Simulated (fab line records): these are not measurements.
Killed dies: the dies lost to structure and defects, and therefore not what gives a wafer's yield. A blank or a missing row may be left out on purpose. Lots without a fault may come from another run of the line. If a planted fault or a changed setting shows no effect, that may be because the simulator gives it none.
Which tool did it?    flow sfq-line    43 wafers from 15 lots sampled at 2 of the route's 325 steps

WHAT THE GAUGES READ, wafer by wafer
The record holds no reading of a measuring or inspecting step that can be judged against a usual standard deviation.

EACH LOT AND THE TOOL THAT RAN IT (in order: tool; ch and the chambers of the sampled wafers; start)
lot   SFQ_TRILAYER_I0_DEP_PECVD_027    SFQ_TRILAYER_I0_CMP_CMP_028
L213  pecvd-03 ch 0,1,2, day 11 13:13  cmp-02 ch 1,2,3, day 11 13:17
L214  pecvd-04 ch 0,2, day 11 15:37    cmp-01 ch 0,1,3, day 11 15:41
L215  pecvd-04 ch 0,1, day 11 20:25    cmp-01 ch 1,2,3, day 11 21:00
L216  pecvd-03 ch 1,2, day 12 06:08    cmp-02 ch 1,2,3, day 12 06:13
L218  pecvd-03 ch 1,2, day 13 10:29    cmp-02 ch 0,2,3, day 13 11:28
L219  pecvd-03 ch 0,1, day 13 16:29    cmp-02 ch 0,3, day 13 17:04
L220  pecvd-03 ch 0,1, day 13 23:41    cmp-02 ch 0,2, day 14 11:43
L226  pecvd-02 ch 0,2, day 15 23:47    cmp-01 ch 1,2,3, day 16 02:31
L228  pecvd-03 ch 0,1, day 16 22:16    cmp-02 ch 0,1,2, day 16 23:51
L229  pecvd-02 ch 1, day 17 07:57      cmp-02 ch 0,2,3, day 17 09:34
L230  pecvd-04 ch 0,1,2, day 17 17:10  cmp-02 ch 1,3, day 17 17:14
L232  pecvd-04 ch 0,1,2, day 18 02:06  cmp-01 ch 1,2, day 18 02:11
L234  pecvd-03 ch 0,1, day 19 00:54    cmp-01 ch 0,1,2, day 19 00:59
L235  pecvd-03 ch 0,2, day 19 08:14    cmp-01 ch 0,1,2, day 19 08:18
L236  pecvd-03 ch 0,1, day 19 15:14    cmp-02 ch 0,1,2, day 19 17:36
- SFQ_TRILAYER_I0_DEP_PECVD_027: deposits SiO2 from SiH4/N2O, time 111.11 s, target thk 500 nm.
- SFQ_TRILAYER_I0_CMP_CMP_028: polishes SiO2.

AS READ BY THE TOOLS THEMSELVES (means over the sampled wafers that have a number; for cases with no such wafer, the mark the record gives instead)
SFQ_TRILAYER_I0_DEP_PECVD_027.
lot   tool      heater-power-w (W)  rf-fwd-power-W (W)  run-length-s (s)  throttle-valve-pct (%)
L213  pecvd-03  103                 182.2               139.6             22.9
L214  pecvd-04  67                  181.9               139.4             25.8
L215  pecvd-04  62                  182.4               139.4             26.5
L216  pecvd-03  100                 182.0               139.2             23.6
L218  pecvd-03  94                  182.2               135.8             23.8
L219  pecvd-03  113                 182.7               134.2             22.2
L220  pecvd-03  110                 182.6               134.4             22.3
L226  pecvd-02  61                  182.3               138.9             25.8
L228  pecvd-03  105                 182.8               139.8             22.7
L229  pecvd-02  82                  182.6               139.1             23.9
L230  pecvd-04  68                  182.4               139.1             25.4
L232  pecvd-04  65                  182.4               138.9             25.7
L234  pecvd-03  103                 183.0               139.8             22.6
L235  pecvd-03  99                  181.9               139.4             23.1
L236  pecvd-03  99                  182.3               139.9             22.7

SFQ_TRILAYER_I0_CMP_CMP_028.
lot   tool    edge-zone-pressure-frac  motor-current-A (A)  time-to-endpoint-s (s)
L213  cmp-02  1.002                    11.1                 215
L214  cmp-01  0.997                    10.1                 220
L215  cmp-01  0.999                    9.7                  231
L216  cmp-02  1.002                    11.2                 217
L218  cmp-02  0.999                    9.7                  200
L219  cmp-02  1.000                    9.6                  198
L220  cmp-02  1.005                    9.9                  198
L226  cmp-01  1.000                    10.2                 202
L228  cmp-02  1.002                    10.4                 210
L229  cmp-02  0.999                    9.7                  217
L230  cmp-02  1.000                    11.4                 214
L232  cmp-01  1.002                    10.2                 215
L234  cmp-01  1.000                    10.1                 214
L235  cmp-01  1.005                    10.1                 209
L236  cmp-02  1.002                    10.9                 215

THE ANSWER, worked out from the rows above alone
Rule: what is usual is taken from the lots themselves. The widest of any qualifying gaps counts: lots, ordered by their means at a reading, are off when they make up no more than a third of the lots, leave a main group of 4 or more, and stand apart from it by 3 or more times the standard deviation of that group's means. A main group is skipped when, at the precision printed for the reading in the tables above, its means are all equal. Also off: a lot with no number at a reading for which 4 or more lots have one. All remaining lots with rows at the step are treated as sound. The gauges are gone through in route order, then the tools' own readings, and for those a lot's mean is taken as printed above. The first step at which some lot is off is used, and at that step the reading that is off furthest; a lot without a number counts as furthest.
Off: L218, L219, L220, at SFQ_TRILAYER_I0_DEP_PECVD_027 (run-length-s). Mean 139.4 s and standard deviation 0.33 in the main group.
A tool fits if, at that step or a process step before it, it ran every lot that is off, and no sound lot after the first of them. No candidate that was tried fits.

WHAT THE SIMULATOR HAD INSERTED
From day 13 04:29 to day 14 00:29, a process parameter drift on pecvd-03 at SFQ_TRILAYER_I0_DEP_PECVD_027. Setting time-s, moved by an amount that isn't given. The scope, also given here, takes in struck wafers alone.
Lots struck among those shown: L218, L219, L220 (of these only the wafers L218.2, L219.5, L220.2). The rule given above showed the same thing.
